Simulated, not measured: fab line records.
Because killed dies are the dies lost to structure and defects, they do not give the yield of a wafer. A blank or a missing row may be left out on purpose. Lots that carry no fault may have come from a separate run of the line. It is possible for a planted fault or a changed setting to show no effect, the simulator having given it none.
fab line records	flow sfq_line
record: lots: 5	wafers: 23
route steps=325 shown L0@7 L0V@16 M0@29 I0@50 M1@59
start_h: hours from the record's opening day to when the first of the lot's shown wafers began	wait_h: hours elapsed since this lot's preceding step	" identical to the entry in the row above	L1.1+2: a single row standing in for several wafers	- value missing, or start not given	* or withheld: withheld	< > ~ a bound
route shown NAME@n: names a module that has steps shown in the file, with the first one's number in the route	usual: mean/standard deviation taken from wafers without a fault	same: alike in all rows	chamber/n: place in a boat	sites: each site's reading	_std_site: standard deviation of those values	_edge_site: mean of outer sites minus mean of inner sites	radius_mm: for every site, how far away it sits from the centre of the wafer	mask NAME#n: copy n	behind: the tool/chamber that last shaped the wafer	hold: why the lot was held/for how many hours/how that ended	device: names the non-switching transistor (n, p or np)	end of line: the same wafers' tests at the end of the route	for a step that has no rows: nothing shown but its recipe	killed: count of dies lost to structure and defects at first sort (not the wafer's yield)	map: the dies of a wafer, with x for killed, . for not killed, _ for no die there
set.NAME: the run value of the setting; set.NAME@STEP: its run value at that earlier step	model.NAME: the simulator's own value behind a step, which no gauge read
lots run with intentionally changed settings; tables by step, rows by wafer
== steps ==
step: SFQ_TRILAYER_L0_LITHO_COAT_005
recipe: resist: KrF	spin_rpm: 3000	resist_thk_nm: 600
lot.wafer	tool	chamber	start_h	wait_h	set.spin_rpm	model.KrF_of_TRILAYER_L0_LITHO_COAT_005.thk_nm
L075.1	litho_track-04	0	18.04	0.2	2808	617.2
L075.2	"	0	"	"	3000	598.4
L075.3	"	0	"	"	2808	618.5
L075.5	"	0	"	"	2808	619.1
L075.6	"	0	"	"	3000	600.2
L077.1	litho_track-04	0	28.07	0.2	3126	585.5
L077.3	"	0	"	"	3126	585.8
L077.4	"	0	"	"	3000	599.3
L077.5+6	"	0	"	"	3000	597.8
L078.1	litho_track-03	0	33.04	0.2	3000	601.7
L078.5	"	0	"	"	3000	599.9
L078.6	"	0	"	"	3000	598.8
L079.2	litho_track-04	0	38.09	0.2	3000	601.4
L079.3	"	0	"	"	3000	599.4
L079.4	"	0	"	"	3000	599.5
L079.5	"	0	"	"	3000	600.5
L079.6	"	0	"	"	3000	601.6
L080.1	litho_track-04	0	43.04	0.2	3150	585.7
L080.2	"	0	"	"	3000	599.6
L080.3	"	0	"	"	3150	584.6
L080.4	"	0	"	"	3000	600.2
L080.5	"	0	"	"	3000	599
step: SFQ_TRILAYER_L0_LITHO_PEB_008
recipe: peb_temp_c: 115	peb_time_s: 60	resist: KrF
lot.wafer	tool	chamber	start_h	wait_h	set.peb_time_s
L075.1+2+3+5+6	litho_track-02	0	88.79	1.0	60
L077.1+6	litho_track-04	0	100.79	1.0	60
L077.3+4+5	"	0	"	"	64.55
L078.1+5+6	litho_track-03	0	109.19	1.0	60
L079.2+4	litho_track-04	0	116.41	0.8	60
L079.3+5+6	"	0	"	"	64.67
L080.1+5	litho_track-04	0	123.71	1.0	51.98
L080.2+3+4	"	0	"	"	60
step: SFQ_TRILAYER_L0_LITHO_DEVELOP_007
recipe: time_s: 60	resist: KrF
step: SFQ_TRILAYER_L0_BARC_OPEN_METAL_ETCH_010
recipe: mask_material: PR	chemistry: O2	target_depth_nm: 125	target: BARC	icp_w: 586.6	bias_w: 80	pressure_mtorr: 10	time_s: 41.7
lot.wafer	tool	chamber	start_h	wait_h	set.peb_time_s@TRILAYER_L0_LITHO_PEB_008	model.L0.cd_nm
L075.1+2+3+5+6	rie_metal-04	0,1,0,1,0	89.09	0.1	60	2000
L077.1	rie_metal-02	0	101.09	0.1	60	1998
L077.3	"	1	"	"	64.55	1987
L077.4	"	0	"	"	64.55	1988
L077.5	"	1	"	"	64.55	1986
L077.6	"	0	"	"	60	1999
L078.1+5+6	rie_metal-01	1,0,1	109.49	0.1	60	2002
L079.2+4	rie_metal-02	1	116.71	0.1	60	1999
L079.3+5	"	1	"	"	64.67	1987
L079.6	"	1	"	"	64.67	1989
L080.1	rie_metal-01	0	124.01	0.1	51.98	2020
L080.2+3	"	0	"	"	60	1999
L080.4	"	0	"	"	60	2000
L080.5	"	0	"	"	51.98	2021
step: SFQ_TRILAYER_L0_CAP_PECVD_011
recipe: material: SiO2	temp_c: 150	time_s: 13.333	pressure_torr: 2.4	rf_w: 183.3	precursor: SiH4/N2O	target_thk_nm: 60
lot.wafer	tool	chamber	start_h	wait_h	set.time_s	model.SiO2_of_TRILAYER_L0_CAP_PECVD_011.thk_nm
L075.1	pecvd-04	2	90.21	0.0	13.333	59.89
L075.2	"	1	"	"	11.86	53
L075.3	"	0	"	"	11.86	53.63
L075.5	"	1	"	"	13.333	60.85
L075.6	"	2	"	"	11.86	54.51
L077.1	pecvd-02	1	101.97	0.0	13.333	59.69
L077.3	"	0	"	"	13.333	58.98
L077.4	"	1	"	"	13.333	59.66
L077.5	"	0	"	"	12.47	55.95
L077.6	"	2	"	"	12.47	56.54
L078.1	pecvd-02	2	110.78	0.0	13.333	58.45
L078.5	"	0	"	"	13.333	60.02
L078.6	"	1	"	"	13.333	60.18
L079.2	pecvd-01	0	118.27	0.0	13.333	60.35
L079.3	"	2	"	"	11.73	53.16
L079.4	"	1	"	"	11.73	52.91
L079.5	"	2	"	"	13.333	61.09
L079.6	"	0	"	"	11.73	53.24
L080.1	pecvd-04	0	125.77	0.0	13.333	59.81
L080.2	"	1	"	"	13.333	60.7
L080.3	"	2	"	"	13.333	60.01
L080.4	"	0	"	"	13.333	60.48
L080.5	"	1	"	"	13.333	60.85
step: SFQ_TRILAYER_L0_VIA_LITHO_PEB_016
recipe: peb_temp_c: 115	peb_time_s: 60	resist: KrF
lot.wafer	tool	chamber	start_h	wait_h	set.peb_temp_c
L075.1+5+6	litho_track-03	0	92.48	1.0	115
L075.2+3	"	0	"	"	116.6
L077.1+3+5	litho_track-01	0	104.96	1.0	116.1
L077.4+6	"	0	"	"	115
L078.1+5+6	litho_track-01	0	112.75	1.0	115
L079.2+3+4	litho_track-01	0	205.01	0.8	115
L079.5+6	"	0	"	"	112.3
L080.1+2+4	litho_track-04	0	219.89	1.0	118.2
L080.3+5	"	0	"	"	115
step: SFQ_TRILAYER_L0_VIA_LITHO_DEVELOP_015
recipe: time_s: 60	resist: KrF
step: SFQ_TRILAYER_L0_VIA_BARC_OPEN_VIA_ETCH_021
recipe: mask_material: PR	chemistry: O2	target_depth_nm: 125	target: BARC	source_w: 500	bias_w: 80	pressure_mtorr: 30	time_s: 41.7
lot.wafer	tool	chamber	start_h	wait_h	set.peb_temp_c@TRILAYER_L0_VIA_LITHO_PEB_016	model.L0V.cd_nm
L075.1	rie_diel-01	0	92.81	0.0	115	699.5
L075.2	"	3	"	"	116.6	727.3
L075.3	"	2	"	"	116.6	727
L075.5	"	0	"	"	115	700.7
L075.6	"	1	"	"	115	700.1
L077.1	rie_diel-04	3	105.30	0.0	116.1	718.6
L077.3	"	2	"	"	116.1	718.8
L077.4	"	0	"	"	115	700.4
L077.5	"	3	"	"	116.1	717.5
L077.6	"	0	"	"	115	699.9
L078.1	rie_diel-04	0	113.09	0.0	115	701.2
L078.5	"	2	"	"	115	700.1
L078.6	"	1	"	"	115	703.5
L079.2	rie_diel-01	2	205.32	0.0	115	699.2
L079.3	"	1	"	"	115	700.3
L079.4	"	0	"	"	115	700.4
L079.5	"	0	"	"	112.3	645.1
L079.6	"	3	"	"	112.3	645.8
L080.1	rie_diel-04	1	220.23	0.0	118.2	751.3
L080.2	"	3	"	"	118.2	751
L080.3	"	0	"	"	115	700.1
L080.4	"	2	"	"	118.2	751.2
L080.5	"	3	"	"	115	698.9
step: SFQ_TRILAYER_L0_VIA_ETCH_VIA_ETCH_016
recipe: target: SiO2	stop_on: MoNx_KI	mask_material: PR	chemistry: CHF3	target_depth_nm: 80	source_w: 500	bias_w: 80	pressure_mtorr: 30	time_s: withheld
usual: oes_product_au: 0.844/0.0071
lot.wafer	tool	chamber	start_h	wait_h	set.time_s@TRILAYER_L0_CAP_PECVD_011	oes_product_au	model.L0V.feature_depth_nm
L075.1	rie_diel-01	0	92.85	0.0	*	0.845	59.89
L075.2	"	3	"	"	*	0.783	53
L075.3	"	2	"	"	*	0.795	53.63
L075.5	"	0	"	"	*	0.844	60.85
L075.6	"	1	"	"	*	0.803	54.51
L077.1	rie_diel-04	3	105.34	0.0	*	0.840	59.69
L077.3	"	2	"	"	*	0.829	58.98
L077.4	"	0	"	"	*	0.833	59.66
L077.5	"	3	"	"	*	0.808	55.95
L077.6	"	0	"	"	*	0.815	56.54
L078.1	rie_diel-04	0	113.13	0.0	*	0.833	58.45
L078.5	"	2	"	"	*	0.847	60.02
L078.6	"	1	"	"	*	0.841	60.18
L079.2	rie_diel-01	2	205.36	0.0	*	0.852	60.35
L079.3	"	1	"	"	*	0.790	53.16
L079.4	"	0	"	"	*	0.788	52.91
L079.5	"	0	"	"	*	0.843	61.09
L079.6	"	3	"	"	*	0.799	53.24
L080.1	rie_diel-04	1	220.27	0.0	*	0.838	59.81
L080.2	"	3	"	"	*	0.850	60.7
L080.3	"	0	"	"	*	0.846	60.01
L080.4	"	2	"	"	*	0.845	60.48
L080.5	"	3	"	"	*	0.846	60.85
step: SFQ_TRILAYER_M0_DEP_SPUTTER_019
recipe: material: Nb	base_pressure_pa: 1.33e-06	chamber_pressure_pa: 0.1333	substrate_temp_c: 20	resputter_cathode_voltage_v: 400	target_thk_nm: 200	power_w: 2000	time_s: 133.3
lot.wafer	tool	chamber	start_h	wait_h	set.time_s	model.Nb_of_TRILAYER_M0_DEP_SPUTTER_019.thk_nm
L075.1	pvd_sputter-05	-	93.72	0.0	133.3	200.8
L075.2	"	-	"	"	133.3	200.1
L075.3	"	-	"	"	144.8	217.7
L075.5	"	-	"	"	144.8	217
L075.6	"	-	"	"	144.8	219.6
L077.1	pvd_sputter-03	-	106.20	0.0	123.8	186.6
L077.3	"	-	"	"	133.3	203.6
L077.4	"	-	"	"	133.3	200.2
L077.5	"	-	"	"	123.8	186.2
L077.6	"	-	"	"	123.8	186.5
L078.1	pvd_sputter-03	-	114.59	0.0	133.3	199.7
L078.5	"	-	"	"	133.3	199.6
L078.6	"	-	"	"	133.3	200.6
L079.2	pvd_sputter-06	-	206.21	0.0	133.3	198.7
L079.3	"	-	"	"	133.3	199.5
L079.4	"	-	"	"	133.3	199.4
L079.5	"	-	"	"	133.3	198.6
L079.6	"	-	"	"	133.3	198.3
L080.1+5	pvd_sputter-03	-	221.13	0.0	114.3	171.1
L080.2	"	-	"	"	133.3	200.8
L080.3	"	-	"	"	133.3	201.2
L080.4	"	-	"	"	114.3	173.3
step: SFQ_M0_RS_MEAS_904
recipe: thk_meas_gauge: four-point-probe	reads: Nb_of_TRILAYER_M0_DEP_SPUTTER_019
usual: M0_NB_RS: 0.891/0.0086
lot.wafer	tool	chamber	start_h	wait_h	set.time_s@TRILAYER_M0_DEP_SPUTTER_019	M0_NB_RS[ohm/sq]
L075.1	film_metro-04	-	93.81	0.0	133.3	0.884
L075.2	"	-	"	"	133.3	0.888
L075.3	"	-	"	"	144.8	0.817
L075.5	"	-	"	"	144.8	0.820
L075.6	"	-	"	"	144.8	0.810
L077.1	film_metro-03	-	106.29	0.0	123.8	0.956
L077.3	"	-	"	"	133.3	0.874
L077.4	"	-	"	"	133.3	0.890
L077.5	"	-	"	"	123.8	0.957
L077.6	"	-	"	"	123.8	0.957
L078.1	film_metro-03	-	114.68	0.0	133.3	0.893
L078.5	"	-	"	"	133.3	0.892
L078.6	"	-	"	"	133.3	0.888
L079.2	film_metro-01	-	206.32	0.1	133.3	0.898
L079.3	"	-	"	"	133.3	0.893
L079.4	"	-	"	"	133.3	0.892
L079.5	"	-	"	"	133.3	0.895
L079.6	"	-	"	"	133.3	0.899
L080.1	film_metro-01	-	221.22	0.0	114.3	1.042
L080.2	"	-	"	"	133.3	0.885
L080.3	"	-	"	"	133.3	0.884
L080.4	"	-	"	"	114.3	1.029
L080.5	"	-	"	"	114.3	1.041
step: SFQ_TRILAYER_M0_LITHO_PEB_024
recipe: peb_temp_c: 115	peb_time_s: 60	resist: KrF
lot.wafer	tool	chamber	start_h	wait_h	set.peb_temp_c
L075.1+6	litho_track-02	0	181.31	1.0	115
L075.2+3+5	"	0	"	"	117.2
L077.1+4	litho_track-02	0	186.64	1.0	115
L077.3+5+6	"	0	"	"	118.3
L078.1+5+6	litho_track-03	0	187.84	1.0	115
L079.2+3	litho_track-02	0	226.15	0.8	113.4
L079.4+5+6	"	0	"	"	115
L080.1+3+4	litho_track-01	0	230.93	1.0	115
L080.2+5	"	0	"	"	112.7
step: SFQ_TRILAYER_M0_LITHO_DEVELOP_023
recipe: time_s: 60	resist: KrF
step: SFQ_TRILAYER_M0_BARC_OPEN_METAL_ETCH_031
recipe: mask_material: PR	chemistry: O2	target_depth_nm: 125	target: BARC	icp_w: 600	bias_w: 80	pressure_mtorr: 10	time_s: 41.7
lot.wafer	tool	chamber	start_h	wait_h	set.peb_temp_c@TRILAYER_M0_LITHO_PEB_024	model.M0.cd_nm
L075.1	rie_metal-04	1	181.65	0.0	115	498
L075.2	"	0	"	"	117.2	463.7
L075.3	"	0	"	"	117.2	463.2
L075.5	"	1	"	"	117.2	463
L075.6	"	0	"	"	115	500.3
L077.1	rie_metal-03	1	186.98	0.0	115	500.4
L077.3	"	0	"	"	118.3	446
L077.4	"	1	"	"	115	499.5
L077.5	"	0	"	"	118.3	444.1
L077.6	"	1	"	"	118.3	448
L078.1	rie_metal-01	1	188.18	0.0	115	499.3
L078.5	"	0	"	"	115	500
L078.6	"	1	"	"	115	501
L079.2	rie_metal-01	1	226.46	0.0	113.4	532
L079.3	"	1	"	"	113.4	533.3
L079.4	"	0	"	"	115	503.1
L079.5	"	1	"	"	115	503
L079.6	"	0	"	"	115	501.5
L080.1+3	rie_metal-01	0,1	231.26	0.0	115	501.3
L080.2+5	"	1,0	"	"	112.7	546.7
L080.4	"	0	"	"	115	500.8
step: SFQ_TRILAYER_M0_ETCH_METAL_ETCH_024
recipe: target: Nb	stop_on: SiO2	mask_material: PR	chemistry: Cl2/Ar	target_depth_nm: 240	icp_w: 600	bias_w: 80	pressure_mtorr: 10	time_s: 120
usual: oes_product_au: 0.892/0.0055
lot.wafer	tool	chamber	start_h	wait_h	set.bias_w	set.time_s@TRILAYER_L0_CAP_PECVD_011	set.time_s@TRILAYER_M0_DEP_SPUTTER_019	oes_product_au	model.SiO2_of_TRILAYER_L0_CAP_PECVD_011.thk_nm
L075.1	rie_metal-04	1	181.71	0.0	80	13.333	133.3	0.897	54.89
L075.2	"	0	"	"	80	11.86	133.3	0.889	48
L075.3	"	0	"	"	80	11.86	144.8	0.939	48.63
L075.5	"	1	"	"	80	13.333	144.8	0.937	55.86
L075.6	"	0	"	"	80	11.86	144.8	0.940	49.51
L077.1	rie_metal-03	1	187.04	0.0	80	13.333	123.8	0.851	54.69
L077.3	"	0	"	"	77.29	13.333	133.3	0.894	53.98
L077.4	"	1	"	"	80	13.333	133.3	0.896	54.66
L077.5	"	0	"	"	77.29	12.47	123.8	0.856	50.95
L077.6	"	1	"	"	80	12.47	123.8	0.852	51.54
L078.1	rie_metal-01	1	188.24	0.0	80	13.333	133.3	0.888	53.45
L078.5	"	0	"	"	80	13.333	133.3	0.898	55.02
L078.6	"	1	"	"	80	13.333	133.3	0.890	55.18
L079.2	rie_metal-01	1	226.52	0.0	83.86	13.333	133.3	0.889	54.86
L079.3	"	1	"	"	83.86	11.73	133.3	0.893	47.67
L079.4	"	0	"	"	80	11.73	133.3	0.890	47.91
L079.5	"	1	"	"	80	13.333	133.3	0.887	56.09
L079.6	"	0	"	"	83.86	11.73	133.3	0.888	47.75
L080.1	rie_metal-01	0	231.32	0.0	89.4	13.333	114.3	0.821	53.65
L080.2	"	1	"	"	80	13.333	133.3	0.895	55.7
L080.3	"	1	"	"	89.4	13.333	133.3	0.897	53.84
L080.4	"	0	"	"	80	13.333	114.3	0.821	55.48
L080.5	"	0	"	"	89.4	13.333	114.3	0.826	54.67
step: SFQ_TRILAYER_I0_VIA_LITHO_EXPOSE_032
recipe: mask_id: I0	na: 0.6	source_shape: conventional	sigma_outer: 0.65	target_cd_nm: 500	dose_mj: 21.3
lot.wafer	tool	chamber	start_h	wait_h	mask	set.dose_mj
L075.1+2+3+5+6	krf_scanner-02	0	284.69	-	I0#0	21.3
L077.1+3+6	krf_scanner-02	0	295.49	-	I0#0	20.03
L077.4+5	"	0	"	"	I0#0	21.3
L078.1+5+6	krf_scanner-02	0	297.89	-	I0#0	21.3
L079.2+4+5	krf_scanner-01	0	343.53	-	I0#0	21.3
L079.3+6	"	0	"	"	I0#0	22.05
L080.1+3	krf_scanner-01	0	351.73	-	I0#0	21.3
L080.2+4+5	"	0	"	"	I0#0	22.29
step: SFQ_TRILAYER_I0_VIA_LITHO_PEB_034
recipe: peb_temp_c: 115	peb_time_s: 60	resist: KrF
lot.wafer	tool	chamber	start_h	wait_h	set.peb_time_s
L075.1+2+3+5+6	litho_track-04	0	285.89	1.0	60
L077.1+3+4+5+6	litho_track-01	0	296.69	1.0	60
L078.1+5+6	litho_track-04	0	299.09	1.0	60
L079.2+5+6	litho_track-02	0	344.56	0.8	60
L079.3+4	"	0	"	"	53.66
L080.1+2+3+4+5	litho_track-04	0	352.93	1.0	60
step: SFQ_TRILAYER_I0_VIA_LITHO_DEVELOP_033
recipe: time_s: 60	resist: KrF
step: SFQ_TRILAYER_I0_VIA_BARC_OPEN_VIA_ETCH_046
recipe: mask_material: PR	chemistry: O2	target_depth_nm: 125	target: BARC	source_w: 484.6	bias_w: 80	pressure_mtorr: 30	time_s: 41.7
lot.wafer	tool	chamber	start_h	wait_h	set.dose_mj@TRILAYER_I0_VIA_LITHO_EXPOSE_032	set.peb_time_s@TRILAYER_I0_VIA_LITHO_PEB_034	model.I0.cd_nm
L075.1	rie_diel-03	2	286.23	0.0	21.3	60	502.1
L075.2	"	3	"	"	21.3	60	502.8
L075.3	"	1	"	"	21.3	60	502.2
L075.5	"	0	"	"	21.3	60	500.9
L075.6	"	3	"	"	21.3	60	502.7
L077.1	rie_diel-02	1	297.03	0.0	20.03	60	489.3
L077.3	"	2	"	"	20.03	60	491
L077.4	"	3	"	"	21.3	60	499.3
L077.5	"	2	"	"	21.3	60	499
L077.6	"	3	"	"	20.03	60	488.7
L078.1	rie_diel-03	2	299.43	0.0	21.3	60	498.3
L078.5	"	3	"	"	21.3	60	497.8
L078.6	"	2	"	"	21.3	60	498.9
L079.2	rie_diel-01	0	344.87	0.0	21.3	60	499.8
L079.3	"	1	"	"	22.05	53.66	488.7
L079.4	"	2	"	"	21.3	53.66	483.8
L079.5	"	3	"	"	21.3	60	501.4
L079.6	"	0	"	"	22.05	60	507.1
L080.1	rie_diel-03	2	353.27	0.0	21.3	60	498.3
L080.2	"	1	"	"	22.29	60	507.2
L080.3	"	0	"	"	21.3	60	498
L080.4	"	3	"	"	22.29	60	506.2
L080.5	"	2	"	"	22.29	60	506
step: SFQ_TRILAYER_I0_VIA_ETCH_VIA_ETCH_034
recipe: target: SiO2	stop_on: Nb	mask_material: PR	taper_deg: 20	chemistry: CHF3	target_depth_nm: 260	source_w: 500	bias_w: 80	pressure_mtorr: 30	time_s: withheld
lot.wafer	tool	chamber	start_h	wait_h	set.dose_mj@TRILAYER_I0_VIA_LITHO_EXPOSE_032	set.peb_time_s@TRILAYER_I0_VIA_LITHO_PEB_034	model.I0.cd_nm
L075.1	rie_diel-03	2	286.27	0.0	21.3	*	501.1
L075.2	"	3	"	"	21.3	*	503
L075.3	"	1	"	"	21.3	*	502.5
L075.5	"	0	"	"	21.3	*	501.2
L075.6	"	3	"	"	21.3	*	502
L077.1	rie_diel-02	1	297.07	0.0	20.03	*	489.8
L077.3	"	2	"	"	20.03	*	492.6
L077.4	"	3	"	"	21.3	*	499.4
L077.5	"	2	"	"	21.3	*	500
L077.6	"	3	"	"	20.03	*	488.6
L078.1	rie_diel-03	2	299.47	0.0	21.3	*	497.7
L078.5+6	"	3,2	"	"	21.3	*	498.2
L079.2	rie_diel-01	0	344.91	0.0	21.3	*	500
L079.3	"	1	"	"	22.05	*	489.9
L079.4	"	2	"	"	21.3	*	485.2
L079.5	"	3	"	"	21.3	*	501.7
L079.6	"	0	"	"	22.05	*	508.4
L080.1	rie_diel-03	2	353.31	0.0	21.3	*	496.9
L080.2	"	1	"	"	22.29	*	507.3
L080.3	"	0	"	"	21.3	*	497.3
L080.4	"	3	"	"	22.29	*	504.9
L080.5	"	2	"	"	22.29	*	505.3
step: SFQ_TRILAYER_M1_DEP_SPUTTER_037
recipe: material: Nb	base_pressure_pa: 1.33e-06	chamber_pressure_pa: 0.1333	substrate_temp_c: 20	resputter_cathode_voltage_v: 400	target_thk_nm: 200	power_w: 2000	time_s: 133.3
lot.wafer	tool	chamber	start_h	wait_h	set.time_s	model.Nb_of_TRILAYER_M1_DEP_SPUTTER_037.thk_nm
L075.1+5	pvd_sputter-05	-	287.18	0.0	133.3	200.9
L075.2	"	-	"	"	133.3	199.2
L075.3	"	-	"	"	143.1	214.3
L075.6	"	-	"	"	143.1	216
L077.1	pvd_sputter-06	-	297.98	0.0	151.5	229.9
L077.3	"	-	"	"	151.5	228.9
L077.4	"	-	"	"	151.5	228.1
L077.5	"	-	"	"	133.3	201.4
L077.6	"	-	"	"	133.3	201.5
L078.1	pvd_sputter-04	-	300.38	0.0	133.3	201.7
L078.5	"	-	"	"	133.3	199.7
L078.6	"	-	"	"	133.3	201.1
L079.2	pvd_sputter-06	-	345.83	0.0	127.6	191
L079.3	"	-	"	"	133.3	199.6
L079.4	"	-	"	"	127.6	190.6
L079.5	"	-	"	"	133.3	199.9
L079.6	"	-	"	"	133.3	201.1
L080.1	pvd_sputter-04	-	354.23	0.0	133.3	202.4
L080.2	"	-	"	"	133.3	201.6
L080.3	"	-	"	"	133.3	201.4
L080.4	"	-	"	"	133.3	202
L080.5	"	-	"	"	133.3	203.1
step: SFQ_M1_RS_MEAS_909
recipe: thk_meas_gauge: four-point-probe	reads: Nb_of_TRILAYER_M1_DEP_SPUTTER_037
usual: M1_NB_RS: 0.888/0.0056
lot.wafer	tool	chamber	start_h	wait_h	set.time_s@TRILAYER_M1_DEP_SPUTTER_037	M1_NB_RS[ohm/sq]
L075.1	film_metro-01	-	287.28	0.0	133.3	0.885
L075.2	"	-	"	"	133.3	0.894
L075.3	"	-	"	"	143.1	0.830
L075.5	"	-	"	"	133.3	0.886
L075.6	"	-	"	"	143.1	0.824
L077.1	film_metro-03	-	298.08	0.0	151.5	0.773
L077.3	"	-	"	"	151.5	0.775
L077.4	"	-	"	"	151.5	0.780
L077.5	"	-	"	"	133.3	0.881
L077.6	"	-	"	"	133.3	0.884
L078.1	film_metro-02	-	300.48	0.0	133.3	0.881
L078.5	"	-	"	"	133.3	0.890
L078.6	"	-	"	"	133.3	0.884
L079.2	film_metro-01	-	345.94	0.1	127.6	0.932
L079.3	"	-	"	"	133.3	0.893
L079.4	"	-	"	"	127.6	0.936
L079.5	"	-	"	"	133.3	0.890
L079.6	"	-	"	"	133.3	0.885
L080.1	film_metro-03	-	354.32	0.0	133.3	0.880
L080.2	"	-	"	"	133.3	0.883
L080.3	"	-	"	"	133.3	0.884
L080.4	"	-	"	"	133.3	0.879
L080.5	"	-	"	"	133.3	0.877
== key ==
split: step: SFQ_TRILAYER_L0_LITHO_COAT_005	setting: spin_rpm	stated: 3000	by: wafer
response: step: SFQ_TRILAYER_L0_LITHO_COAT_005	reading: model.KrF_of_TRILAYER_L0_LITHO_COAT_005.thk_nm	change: -2.95	per: 1%	r: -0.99
split: step: SFQ_TRILAYER_L0_LITHO_PEB_008	setting: peb_time_s	stated: 60	by: wafer
response: step: SFQ_TRILAYER_L0_BARC_OPEN_METAL_ETCH_010	reading: model.L0.cd_nm	change: -1.57	per: 1%	r: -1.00
split: step: SFQ_TRILAYER_L0_CAP_PECVD_011	setting: time_s	stated: 13.333	by: wafer
response: step: SFQ_TRILAYER_L0_CAP_PECVD_011	reading: model.SiO2_of_TRILAYER_L0_CAP_PECVD_011.thk_nm	change: +0.602	per: 1%	r: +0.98
response: step: SFQ_TRILAYER_L0_VIA_ETCH_VIA_ETCH_016	reading: oes_product_au	change: +0.00445	per: 1%	r: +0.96
response: step: SFQ_TRILAYER_L0_VIA_ETCH_VIA_ETCH_016	reading: model.L0V.feature_depth_nm	change: +0.602	per: 1%	r: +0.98
response: step: SFQ_TRILAYER_M0_ETCH_METAL_ETCH_024	reading: model.SiO2_of_TRILAYER_L0_CAP_PECVD_011.thk_nm	change: +0.606	per: 1%	r: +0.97
split: step: SFQ_TRILAYER_L0_VIA_LITHO_PEB_016	setting: peb_temp_c	stated: 115	by: wafer
response: step: SFQ_TRILAYER_L0_VIA_BARC_OPEN_VIA_ETCH_021	reading: model.L0V.cd_nm	change: +20.3	per: 1%	r: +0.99
split: step: SFQ_TRILAYER_M0_DEP_SPUTTER_019	setting: time_s	stated: 133.3	by: wafer
response: step: SFQ_TRILAYER_M0_DEP_SPUTTER_019	reading: model.Nb_of_TRILAYER_M0_DEP_SPUTTER_019.thk_nm	change: +2.06	per: 1%	r: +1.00
response: step: SFQ_M0_RS_MEAS_904	reading: M0_NB_RS	change: -0.0101	per: 1%	r: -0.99
response: step: SFQ_TRILAYER_M0_ETCH_METAL_ETCH_024	reading: oes_product_au	change: +0.00529	per: 1%	r: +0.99
split: step: SFQ_TRILAYER_M0_LITHO_PEB_024	setting: peb_temp_c	stated: 115	by: wafer
response: step: SFQ_TRILAYER_M0_BARC_OPEN_METAL_ETCH_031	reading: model.M0.cd_nm	change: -20	per: 1%	r: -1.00
split: step: SFQ_TRILAYER_M0_ETCH_METAL_ETCH_024	setting: bias_w	stated: 80	by: wafer
response none clear
split: step: SFQ_TRILAYER_I0_VIA_LITHO_EXPOSE_032	setting: dose_mj	stated: 21.3	by: wafer
response: step: SFQ_TRILAYER_I0_VIA_BARC_OPEN_VIA_ETCH_046	reading: model.I0.cd_nm	slope: +1.66	per: 1%	together_with: peb_time_s@TRILAYER_I0_VIA_LITHO_PEB_034	explained: 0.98
response: step: SFQ_TRILAYER_I0_VIA_ETCH_VIA_ETCH_034	reading: model.I0.cd_nm	slope: +1.7	per: 1%	together_with: peb_time_s@TRILAYER_I0_VIA_LITHO_PEB_034	explained: 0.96
split: step: SFQ_TRILAYER_I0_VIA_LITHO_PEB_034	setting: peb_time_s	stated: 60	by: wafer
response: step: SFQ_TRILAYER_I0_VIA_BARC_OPEN_VIA_ETCH_046	reading: model.I0.cd_nm	slope: +1.65	per: 1%	together_with: dose_mj@TRILAYER_I0_VIA_LITHO_EXPOSE_032	explained: 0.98
response: step: SFQ_TRILAYER_I0_VIA_ETCH_VIA_ETCH_034	reading: model.I0.cd_nm	slope: +1.59	per: 1%	together_with: dose_mj@TRILAYER_I0_VIA_LITHO_EXPOSE_032	explained: 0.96
split: step: SFQ_TRILAYER_M1_DEP_SPUTTER_037	setting: time_s	stated: 133.3	by: wafer
response: step: SFQ_TRILAYER_M1_DEP_SPUTTER_037	reading: model.Nb_of_TRILAYER_M1_DEP_SPUTTER_037.thk_nm	change: +2.03	per: 1%	r: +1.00
response: step: SFQ_M1_RS_MEAS_909	reading: M1_NB_RS	change: -0.00812	per: 1%	r: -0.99
